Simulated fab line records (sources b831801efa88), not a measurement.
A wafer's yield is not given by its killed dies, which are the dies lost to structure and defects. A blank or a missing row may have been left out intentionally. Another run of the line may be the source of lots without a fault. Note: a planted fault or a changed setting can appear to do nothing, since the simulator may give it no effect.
Which tool is to blame? ; flow gf180mcu ; 13 lots, 39 wafers sampled, at 4 steps of a route of 602

WHAT THE GAUGES SHOWED, per wafer
GF_HV_LDD_THK_MEAS_57. Usual: HV_LDD_CVD_56_THK gives 89.9 nm (standard deviation 0.79).
lot;measured;on;HV_LDD_CVD_56_THK (nm);flag
L451;day 12 08:22;filmMetro-02;91.7 91.9 91.1;
L452;day 12 19:09;filmMetro-02;89.6 90.1 91.0;
L453;day 12 20:34;filmMetro-02;89.6 90.0 89.2;
L454;day 13 02:22;filmMetro-04;89.6 89.6 89.1;
L456;day 13 17:01;filmMetro-04;88.5 88.3 88.6;
L457;day 13 23:35;filmMetro-02;90.3 90.8 90.2;
L459;day 14 21:17;filmMetro-04;89.5 90.2 89.1;
L463;day 15 23:02;filmMetro-01;88.7 90.1 89.3;
L464;day 16 18:14;filmMetro-04;90.4 90.6 89.9;
L467;day 17 16:34;filmMetro-01;91.6 90.7 90.7;
L468;day 18 01:26;filmMetro-01;90.1 90.6 90.7;
L469;day 18 13:37;filmMetro-04;89.3 89.5 89.6;
L472;day 19 09:17;filmMetro-04;89.4 89.1 89.6;

GF_PSD_TW_MEAS_11. Usual: PSD_TW gives 3162 (standard deviation 17).
lot;measured;on;PSD_TW;flag
L451;day 14 00:13;filmMetro-04;3159 3166 3147;
L452;day 14 11:43;filmMetro-03;3167 3152 3172;
L453;day 14 12:49;filmMetro-03;3168 3149 3168;
L454;day 14 18:29;filmMetro-03;3162 3163 3169;
L456;day 15 11:22;filmMetro-03;3156 3144 3137;
L457;day 15 18:38;filmMetro-04;3144 3143 3155;
L459;day 16 18:08;filmMetro-01;3199 3194 3166;
L463;day 17 21:43;filmMetro-04;3149 3123 3131;
L464;day 18 17:58;filmMetro-04;3170 3163 3168;
L467;day 19 17:44;filmMetro-04;3167 3161 3167;
L468;day 20 03:05;filmMetro-03;3177 3171 3170;
L469;day 20 15:22;filmMetro-04;3184 3171 3178;
L472;day 21 11:29;filmMetro-01;3183 3197 3191;

TOOL THAT RAN EACH LOT (tool first, then ch and the chambers of the sampled wafers, then the start)
lot;GF_NWELL_STRIP_10;GF_POLY_GATE_ETCH_12
L451;plasmaAsher-04 ch 0,1, day 3 06:49;rieDiel-03 ch 0,1, day 8 23:38
L452;plasmaAsher-04 ch 0,1, day 3 14:22;rieDiel-04 ch 1,2,3, day 9 07:10
L453;plasmaAsher-04 ch 0,1, day 3 18:51;rieDiel-03 ch 0,1,3, day 9 07:34
L454;plasmaAsher-04 ch 0,1, day 3 22:33;rieDiel-04 ch 0,1,2, day 9 14:05
L456;plasmaAsher-02 ch 0,1, day 4 15:30;rieDiel-04 ch 1,3, day 10 07:31
L457;plasmaAsher-04 ch 0,1, day 4 17:24;rieDiel-02 ch 1,2,3, day 10 12:43
L459;plasmaAsher-03 ch 0,1, day 5 06:48;rieDiel-04 ch 2,3, day 11 04:28
L463;plasmaAsher-03 ch 0,1, day 6 01:58;rieDiel-03 ch 0,1,3, day 12 06:19
L464;plasmaAsher-03 ch 0,1, day 6 06:40;rieDiel-03 ch 0,2, day 12 17:43
L467;plasmaAsher-04 ch 1, day 6 22:22;rieDiel-03 ch 1,3, day 13 11:04
L468;plasmaAsher-04 ch 0,1, day 7 04:43;rieDiel-03 ch 0,1,3, day 13 21:07
L469;plasmaAsher-02 ch 0,1, day 7 10:16;rieDiel-03 ch 0,1,3, day 14 05:07
L472;plasmaAsher-03 ch 0,1, day 8 02:45;rieDiel-04 ch 2,3, day 15 07:07
- GF_NWELL_STRIP_10: strips in O2/N2.
- GF_POLY_GATE_ETCH_12: etches BARC in N2/H2.

WHAT THE TOOLS THEMSELVES READ (means of the sampled wafers that have a number; where no wafer has one, the mark that the record gives instead)
GF_NWELL_STRIP_10. Usual: chamberPressureMTorr 1500.2 mTorr, standard deviation 1.5; drypumpMotorCurrentA 5.75 A, standard deviation 0.27; heaterPowerW 324 W, standard deviation 23; oesProductAu 0.722 a.u., standard deviation 0.0046; stripTimeToEndpointS 36.93 s, standard deviation 0.11.
lot;tool;chamberPressureMTorr (mTorr);drypumpMotorCurrentA (A);heaterPowerW (W);oesProductAu (a.u.);stripTimeToEndpointS (s);flag
L451;plasmaAsher-04;1499.8;5.74;329;0.722;36.90;
L452;plasmaAsher-04;1500.3;5.77;325;0.722;36.83;
L453;plasmaAsher-04;1499.7;5.73;331;0.721;37.05;
L454;plasmaAsher-04;1500.8;5.75;337;0.720;37.05;
L456;plasmaAsher-02;1498.4;5.50;311;0.720;37.02;
L457;plasmaAsher-04;1500.6;5.78;322;0.721;36.81;
L459;plasmaAsher-03;1500.6;5.81;338;0.727;36.94;
L463;plasmaAsher-03;1499.9;5.83;341;0.721;36.72;
L464;plasmaAsher-03;1500.4;5.80;326;0.719;37.14;
L467;plasmaAsher-04;1500.6;5.69;342;0.726;36.95;
L468;plasmaAsher-04;1499.0;5.79;321;0.717;36.84;
L469;plasmaAsher-02;1501.4;5.83;311;0.722;36.99;
L472;plasmaAsher-03;1501.9;5.80;327;0.726;37.04;

GF_POLY_GATE_ETCH_12. Usual: chamberPressureMTorr 30.001 mTorr, standard deviation 0.027; drypumpMotorCurrentA 5.6 A, standard deviation 0.43; oesProductAu 0.736 a.u., standard deviation 0.0041; rfFwdPowerW 495.6 W, standard deviation 2; throttleValvePct 13.215 %, standard deviation 0.0086.
lot;tool;chamberPressureMTorr (mTorr);drypumpMotorCurrentA (A);oesProductAu (a.u.);rfFwdPowerW (W);throttleValvePct (%);flag
L451;rieDiel-03;29.992;5.2;0.739;496.1;13.211;
L452;rieDiel-04;29.992;5.7;0.735;495.9;13.222;
L453;rieDiel-03;30.034;5.3;0.737;493.5;13.215;
L454;rieDiel-04;29.999;5.6;0.733;497.4;13.213;
L456;rieDiel-04;29.993;5.9;0.736;497.5;13.213;
L457;rieDiel-02;29.993;5.5;0.737;495.9;13.204;
L459;rieDiel-04;30.018;6.1;0.738;496.0;13.216;
L463;rieDiel-03;29.981;5.3;0.734;493.2;13.213;
L464;rieDiel-03;29.978;5.7;0.732;491.8;13.219;
L467;rieDiel-03;29.986;5.3;0.737;415.2;13.215;OFF
L468;rieDiel-03;29.988;5.3;0.733;414.3;13.218;OFF
L469;rieDiel-03;29.998;5.3;0.738;415.1;13.221;OFF
L472;rieDiel-04;29.986;6.0;0.740;496.8;13.216;

THE ANSWER, worked out from the rows above alone
Rule: a lot is off if the mean of its wafers that have a number lies more than 3 standard deviations from the usual mean. Also off: a lot with no number at a reading for which 4 or more lots have one. Any other lot the step has rows for is counted as sound. Order of review: gauges by route order, followed by the tools' own readings, for which a lot's mean as printed above is used. At the first step where some lot is off, the reading lying furthest off is the one used; lots without a number count as furthest.
Off: L467, L468, L469 (GF_POLY_GATE_ETCH_12, rfFwdPowerW).
If a tool, at that step or one of the process steps before it, ran each lot that is off and ran no sound lot following the first of them, it fits. One fits: rieDiel-03 at GF_POLY_GATE_ETCH_12. A fault onset in the window from L464 (day 12 17:43, its last sound lot) to L467 (day 13 11:04, its first lot off) fits.
The tool's own readings at GF_POLY_GATE_ETCH_12 bear it out: on the lots that are off they differ by more than 5 times the standard deviation of the sound lots' means. rfFwdPowerW reads 414.9 W there against 495.4 W on the sound lots.

WHAT HAD BEEN PUT IN BY THE SIMULATOR
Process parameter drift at GF_POLY_GATE_ETCH_12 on rieDiel-03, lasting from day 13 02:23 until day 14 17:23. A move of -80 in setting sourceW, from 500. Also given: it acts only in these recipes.
Shown lots that were struck: L467, L468, L469. The rule above reached the same finding.
